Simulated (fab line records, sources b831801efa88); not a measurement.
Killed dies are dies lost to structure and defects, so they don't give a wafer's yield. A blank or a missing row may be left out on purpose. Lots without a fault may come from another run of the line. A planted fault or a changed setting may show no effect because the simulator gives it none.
Problem report in the 8D (eight disciplines) form, filled by code | flow sfq_line | the parts of the form that need people (team, actions taken, sign-off) are left out

1. THE PROBLEM
run_length_s at SFQ_TRILAYER_M3_ETCH_METAL_ETCH_078 reads a mean of 120.0 s on 4 wafers of 3 lots; wafers without a fault read 148.5 s with a standard deviation of 0.42. That is -68 standard deviations from the usual mean.
The step: etches Nb in Cl2/Ar, stops on SiO2, target depth 240 nm, time 120 s.
First seen on wafer L226.4, day 41 05:31, on rie_metal-02. The record holds 19 wafers of 7 lots with a number at this step. Rule for "out", or "out of limits": more than 4 standard deviations from the usual mean. The other wafers with a number count as sound.

2. WHAT IT IS AND WHAT IT IS NOT
question                    | is                             | is not
which readings at this step | run_length_s, oes_product_au   | drypump_motor_current_A, he_backside_leak_sccm
which lots                  | L226, L227, L229               | L222, L235, L236, L238
which wafers of those lots  | L226.4, L227.2, L227.4, L229.2 | L226.6, L229.1, L229.5
read on which tools         | rie_metal-02                   | rie_metal-03, rie_metal-04
when                        | from day 41 05:31              | up to then (4 sound wafers); but 11 sound wafers of L229, L235, L236, L238 came after

3. SUSPECTS, AND WHAT RULES EACH OUT
Counting: a tool at a process step up to the reading stays a suspect if it ran every lot that is out. Sound lots after the first of them don't rule it out here, since some wafers of a struck lot are sound.
- rie_metal-02 at SFQ_TRILAYER_M3_BARC_OPEN_METAL_ETCH_100 (etches BARC in O2, target depth 125 nm, time 41.7 s): kept. It ran every lot that is out, first L226 (day 41 05:26).
- rie_metal-02 at SFQ_TRILAYER_M3_ETCH_METAL_ETCH_078 (etches Nb in Cl2/Ar, stops on SiO2, target depth 240 nm, time 120 s): kept. It ran every lot that is out, first L226 (day 41 05:31). Its own readings are out on those wafers: oes_product_au, run_length_s.
Left after counting: rie_metal-02 at SFQ_TRILAYER_M3_BARC_OPEN_METAL_ETCH_100, rie_metal-02 at SFQ_TRILAYER_M3_ETCH_METAL_ETCH_078.

4. THE CAUSE (what the simulator had put in)
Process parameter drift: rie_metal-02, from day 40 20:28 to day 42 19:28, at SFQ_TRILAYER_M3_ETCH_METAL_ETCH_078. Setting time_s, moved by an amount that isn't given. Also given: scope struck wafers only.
Counting left 2 suspects, and this tool is among them.

5. THE CHAIN OF EFFECTS, in route order
Each row: a reading whose mean over the struck wafers that have a number lies more than 3 standard deviations from the usual. Only readings for which the record gives a usual standard deviation are gone through. hours: the time from each lot's start at the first step in this table that gives one to its start at this step, as a median over the lots. sigmas: the change in usual standard deviations.
hours | step                                | reading        | usual      | on struck wafers | change | sigmas
0     | SFQ_TRILAYER_M3_ETCH_METAL_ETCH_078 | oes_product_au | 0.895 a.u. | 0.996            | +0.101 | +13
0     | SFQ_TRILAYER_M3_ETCH_METAL_ETCH_078 | run_length_s   | 148.5 s    | 120.0            | -28.5  | -68
The process steps in it:
- SFQ_TRILAYER_M3_ETCH_METAL_ETCH_078: etches Nb in Cl2/Ar, stops on SiO2, target depth 240 nm, time 120 s.
Later measuring or inspecting steps at which every struck wafer that the step has a row for has a number for every such reading, and none has moved that far: SFQ_I3_BOW_MEAS_922, SFQ_I3_OVL_MEAS_923, SFQ_M4_RS_MEAS_924, SFQ_M4_OVL_MEAS_926, SFQ_M8_BOW_MEAS_951.

6. WHAT WOULD HAVE CAUGHT IT SOONER
In this record the first reading out of limits was taken at day 41 05:31, 9 hours after the fault began at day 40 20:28.
